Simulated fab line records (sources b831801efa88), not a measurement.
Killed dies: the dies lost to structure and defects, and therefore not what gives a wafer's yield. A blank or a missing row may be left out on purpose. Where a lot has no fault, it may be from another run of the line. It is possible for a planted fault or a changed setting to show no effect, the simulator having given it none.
Chamber matching	flow sky130	4 sister chambers for SKY_VIA3_CMP_02 on cmp-01
The step polishes SiO2. 4 wafers are shown with their chamber, then 8 later ones without.

## WAFERS PAIRED WITH THEIR CHAMBERS
wafer	chamber	motor-current-A (A)
L973.3	2	12.7
L974.4	0	12.0
L974.5	1	12.0
L976.1	3	12.1

## WAFERS WITHOUT THEIR CHAMBER
wafer	motor-current-A (A)
L976.3	11.9
L976.6	12.1
L980.1	12.7
L980.4	12.2
L980.5	11.9
L979.1	11.2
L979.2	12.3
L979.4	12.5

## WHICH CHAMBER EACH ONE RAN IN
wafer	from the rows above	in truth
L976.3	can't be placed: 0 or 1 or 3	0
L976.6	can't be placed: 3 or 0 or 1 or 2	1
L980.1	can't be placed: 2 or 3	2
L980.4	can't be placed: 3 or 0 or 1 or 2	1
L980.5	can't be placed: 0 or 1 or 3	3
L979.1	can't be placed: 0 or 1 or 3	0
L979.2	can't be placed: 3 or 0 or 1 or 2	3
L979.4	can't be placed: 2 or 3 or 0 or 1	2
0 of 8 placed correctly. Unplaceable from these rows: 8, with the true chamber sitting among the candidates in 8. Number placed wrongly: 0.
How it was worked out, from the rows above alone: a wafer's distance from a chamber is the root of the sum, over the readings, of the square of ((its reading less the chamber's mean) divided by the reading's scatter). If the next closest chamber is less than 2 further off than the closest, the wafer can't be placed; otherwise it belongs to the closest. For every chamber, the mean is computed from those of its wafers that are shown. The scatter (one wafer shown for each chamber): square how far every hidden wafer sits from the nearest shown wafer, average those squares and take the square root.
